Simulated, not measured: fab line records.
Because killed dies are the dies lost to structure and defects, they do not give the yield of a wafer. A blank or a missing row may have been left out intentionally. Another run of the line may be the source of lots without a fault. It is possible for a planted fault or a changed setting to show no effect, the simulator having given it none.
Which tool did it? | flow sky130 | Sampling: 13 lots, 39 wafers, 5 of 708 route steps

## WHAT THE GAUGES READ, wafer by wafer
SKY_SD_N_RS_MEAS_16: the measuring method here is four-point-probe. Usual: SD_N_RS 68.85 ohm/sq, standard deviation 0.14.
lot  | measured     | on            | SD_N_RS (ohm/sq)  | flag
L414 | day 27 18:40 | film metro-02 | 68.96 68.88 69.10 |
L415 | day 27 23:20 | film metro-03 | 68.86 68.96 69.00 |
L417 | day 28 20:31 | film metro-03 | 68.68 68.63 68.55 |
L418 | day 29 19:58 | film metro-02 | 68.78 68.99 68.82 |
L422 | day 31 00:01 | film metro-03 | 68.81 68.71 68.72 |
L427 | day 32 13:40 | film metro-04 | 68.87 68.87 68.97 |
L430 | day 33 12:29 | film metro-03 | 68.75 68.87 68.76 |
L431 | day 33 18:01 | film metro-04 | 68.85 68.85 68.78 |
L432 | day 34 00:46 | film metro-03 | 68.81 68.83 68.63 |
L434 | day 34 06:10 | film metro-04 | 68.97 68.81 68.92 |
L435 | day 34 13:13 | film metro-02 | 68.96 69.08 68.97 |
L436 | day 35 01:16 | film metro-03 | 68.69 68.75 68.61 |
L437 | day 35 18:26 | film metro-02 | 69.14 68.94 68.89 |

SKY_SD_N_RS_MEAS_17: the measuring method here is four-point-probe. Usual: SD_P_RS 147.1 ohm/sq, standard deviation 0.4.
lot  | measured     | on            | SD_P_RS (ohm/sq)  | flag
L414 | day 27 18:47 | film metro-02 | 148.0 147.9 147.7 |
L415 | day 27 23:27 | film metro-03 | 147.0 147.1 147.0 |
L417 | day 28 20:38 | film metro-03 | 146.7 146.4 146.6 |
L418 | day 29 20:05 | film metro-02 | 146.6 146.7 146.9 |
L422 | day 31 00:08 | film metro-03 | 147.1 146.6 146.6 |
L427 | day 32 13:47 | film metro-04 | 146.8 147.2 147.3 |
L430 | day 33 12:37 | film metro-03 | 147.3 147.2 147.2 |
L431 | day 33 18:08 | film metro-04 | 147.0 146.6 147.0 |
L432 | day 34 00:53 | film metro-03 | 147.2 146.9 147.1 |
L434 | day 34 06:17 | film metro-04 | 147.5 147.3 147.3 |
L435 | day 34 13:20 | film metro-02 | 147.1 147.8 147.4 |
L436 | day 35 01:23 | film metro-03 | 146.3 146.4 147.0 |
L437 | day 35 18:33 | film metro-02 | 147.3 147.1 147.1 |

SKY_LI_CONTACT_THK_MEAS_01. Usual: LI_CONTACT_HDPCVD_THK 901 nm, standard deviation 9.5.
lot  | measured     | on            | LI_CONTACT_HDPCVD_THK (nm) | flag
L414 | day 27 19:09 | film metro-04 | 899 902 905                |
L415 | day 27 23:47 | film metro-03 | 897 903 903                |
L417 | day 28 21:00 | film metro-03 | 908 897 910                |
L418 | day 29 20:26 | film metro-04 | 920 894 896                |
L422 | day 31 00:29 | film metro-04 | 893 891 900                |
L427 | day 32 14:11 | film metro-03 | 890 890 885                |
L430 | day 33 12:58 | film metro-02 | 909 899 906                |
L431 | day 33 18:29 | film metro-02 | 892 900 891                |
L432 | day 34 01:14 | film metro-02 | 890 919 898                |
L434 | day 34 06:39 | film metro-04 | 917 911 884                |
L435 | day 34 13:42 | film metro-03 | 896 910 893                |
L436 | day 35 01:44 | film metro-03 | 899 899 903                |
L437 | day 35 18:54 | film metro-03 | 899 893 918                |

SKY_LOCAL_INTERCONNECT_CD_MEAS_11: target cd 170 nm. Usual: 169.7 nm for cd nm, sd 1.4.
lot  | measured     | on        | cd nm (nm)        | flag
L414 | day 30 05:57 | cd sem-02 | 172.8 172.7 172.7 |
L415 | day 30 10:19 | cd sem-01 | 166.9 169.7 168.5 |
L417 | day 31 06:58 | cd sem-02 | 169.0 168.4 170.5 |
L418 | day 32 05:10 | cd sem-02 | 170.9 115.4 114.7 | OFF
L422 | day 33 08:23 | cd sem-01 | 116.2 116.3 168.8 | OFF
L427 | day 34 21:37 | cd sem-01 | 170.1 172.1 169.4 |
L430 | day 35 19:42 | cd sem-02 | 169.7 169.5 169.1 |
L431 | day 36 01:59 | cd sem-01 | 167.4 168.9 167.5 |
L432 | day 36 07:55 | cd sem-01 | 169.3 170.2 169.4 |
L434 | day 36 13:28 | cd sem-02 | 170.1 171.1 171.0 |
L435 | day 36 20:00 | cd sem-02 | 169.8 170.2 168.4 |
L436 | day 37 08:57 | cd sem-02 | 168.6 168.3 168.7 |
L437 | day 38 01:06 | cd sem-01 | 170.9 170.5 171.6 |

## TOOL THAT RAN EACH LOT (tool first, then ch and the chambers of the sampled wafers, then the start)
lot  | SKY_LOCAL_INTERCONNECT_EXPOSE_08
L414 | krf scanner-02 ch 0, day 29 15:59
L415 | krf scanner-01 ch 0, day 29 20:35
L417 | krf scanner-01 ch 0, day 30 17:33
L418 | krf scanner-01 ch 0, day 31 15:51
L422 | krf scanner-01 ch 0, day 32 18:50
L427 | krf scanner-02 ch 0, day 34 08:17
L430 | krf scanner-01 ch 0, day 35 06:40
L431 | krf scanner-01 ch 0, day 35 12:56
L432 | krf scanner-02 ch 0, day 35 19:11
L434 | krf scanner-02 ch 0, day 36 00:52
L435 | krf scanner-01 ch 0, day 36 06:56
L436 | krf scanner-01 ch 0, day 36 19:39
L437 | krf scanner-02 ch 0, day 37 12:15
- SKY_LOCAL_INTERCONNECT_EXPOSE_08: exposes mask LI1M, target cd 170 nm.

## WHAT THE TOOLS THEMSELVES READ (means of the sampled wafers that have a number; where no wafer has one, the mark that the record gives instead)
The record holds no such reading with a usual standard deviation.

## THE ANSWER, worked out from the rows above alone
Rule: lot off if the mean of its wafers having a number is beyond 3 standard deviations from the usual mean. Also off: a lot with no number at a reading for which 4 or more lots have one. Where the step has rows for the other lots, those lots are counted as sound. First the gauges in route order, then the tools' own readings, where a lot's mean is used as printed above. The first step at which some lot is off is used, and at that step the reading that is off furthest; a lot without a number counts as furthest.
Off: L418, L422 (SKY_LOCAL_INTERCONNECT_CD_MEAS_11, cd nm).
If a tool, at a process step before that reading, ran all the lots that are off and no sound lot after the first of them, it fits. Gauges at SKY_LOCAL_INTERCONNECT_CD_MEAS_11: tried the same way as those tools. No candidate that was tried fits.

## WHAT HAD BEEN PUT IN BY THE SIMULATOR
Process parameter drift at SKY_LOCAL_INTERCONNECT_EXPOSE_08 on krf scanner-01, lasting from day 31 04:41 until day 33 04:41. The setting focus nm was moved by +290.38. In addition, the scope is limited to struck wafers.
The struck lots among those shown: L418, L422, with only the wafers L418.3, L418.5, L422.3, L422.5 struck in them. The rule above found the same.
